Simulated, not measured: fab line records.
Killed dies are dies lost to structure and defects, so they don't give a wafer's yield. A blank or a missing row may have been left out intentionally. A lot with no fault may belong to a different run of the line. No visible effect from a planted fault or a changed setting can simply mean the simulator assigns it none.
Problem report, 8D (eight disciplines) form, completed by code	flow gf180mcu	the parts of the form that need people (team, actions taken, sign-off) are left out

## 1. THE ISSUE
Wafers free of any fault read 1444 (standard deviation 6.3) for HV_LDD_3_TW at GF_HV_LDD_TW_MEAS_38, against a mean of 1526 on 6 wafers of 2 lots. Relative to the usual mean, that is a shift of +13 standard deviations.
Earliest sighting: wafer L990.2 on film_metro-01 at day 15 19:33. The record holds 36 wafers of 12 lots with a number at this step. Rule for "out", or "out of limits": more than 4 standard deviations from the usual mean. All remaining wafers that have a number are taken as sound.

## 2. WHAT IT IS AND WHAT IT IS NOT
question	is	is not
which readings at this step	HV_LDD_3_TW	-
which lots	L990, L993	L100, L977, L979, L981, L982, L983, L985, L987, L991, L999
which wafers of those lots	all that have a number	-
read on which gauges	film_metro-01, film_metro-03	film_metro-04
when	from day 15 19:33	up to then (21 sound wafers); but 9 sound wafers of L100, L991, L999 came after

## 3. SUSPECTS, AND WHAT RULES EACH OUT
Counting: a tool at a process step up to the reading stays a suspect if it ran every lot that is out and no sound lot after the first of them.
- the gauge at GF_HV_LDD_TW_MEAS_38 has been ruled out. The wafers that are out were read on 2 gauges (film_metro-01, film_metro-03).
- implanter-01 at GF_HV_LDD_IMPLANT_35: kept. It processed each lot that is out, first L990 at day 15 19:10, and no sound lot thereafter; up to then, the last sound lot it processed was L987 at day 14 20:38. Out on those wafers are its own readings of dose_ions_cm2, faraday_current_uA.
After counting, what remains is implanter-01 at GF_HV_LDD_IMPLANT_35.

## 4. THE CAUSE (what the simulator had put in)
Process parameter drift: implanter-01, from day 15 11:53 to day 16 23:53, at GF_HV_LDD_IMPLANT_35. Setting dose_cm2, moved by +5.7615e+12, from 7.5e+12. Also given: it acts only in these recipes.
After counting, this tool was the only one left.

## 5. THE EFFECT CHAIN, in route order
Each row: a reading where the mean over the struck wafers with a number is more than 3 standard deviations away from the usual. Only readings for which the record gives a usual standard deviation are gone through. hours: the time from each lot's start at the first step in this table that gives one to its start at this step, as a median over the lots. sigmas: the change in usual standard deviations.
hours	step	reading	usual	on struck wafers	change	sigmas
0	GF_HV_LDD_IMPLANT_35	dose_ions_cm2	7.501e+12	1.326e+13	+5.762e+12	+99 or more
0	GF_HV_LDD_IMPLANT_35	faraday_current_uA	42.4	73.4	+31.0	+35
0	GF_HV_LDD_TW_MEAS_38	HV_LDD_3_TW	1444	1526	+82	+13
24	GF_HV_LDD_RS_MEAS_53	HV_LDD_RS	418.6 ohm/sq	403.7	-14.9	-16
Process steps it contains:
- GF_HV_LDD_IMPLANT_35

## 6. HOW IT WOULD HAVE BEEN CAUGHT EARLIER
8 hours passed between the start of the fault at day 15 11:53 and the first reading out of limits at a measuring or inspecting step in this record, taken at day 15 19:33.
At GF_HV_LDD_IMPLANT_35, the tool's own readings (dose_ions_cm2, faraday_current_uA) were out on each struck wafer the step has a row for, so an alarm limit on them would have fired on the first such wafer.
Of the lots that are out (2), L993 began GF_HV_LDD_IMPLANT_35 on implanter-01 after day 15 19:33. Putting the tool on hold at that point would have spared it.
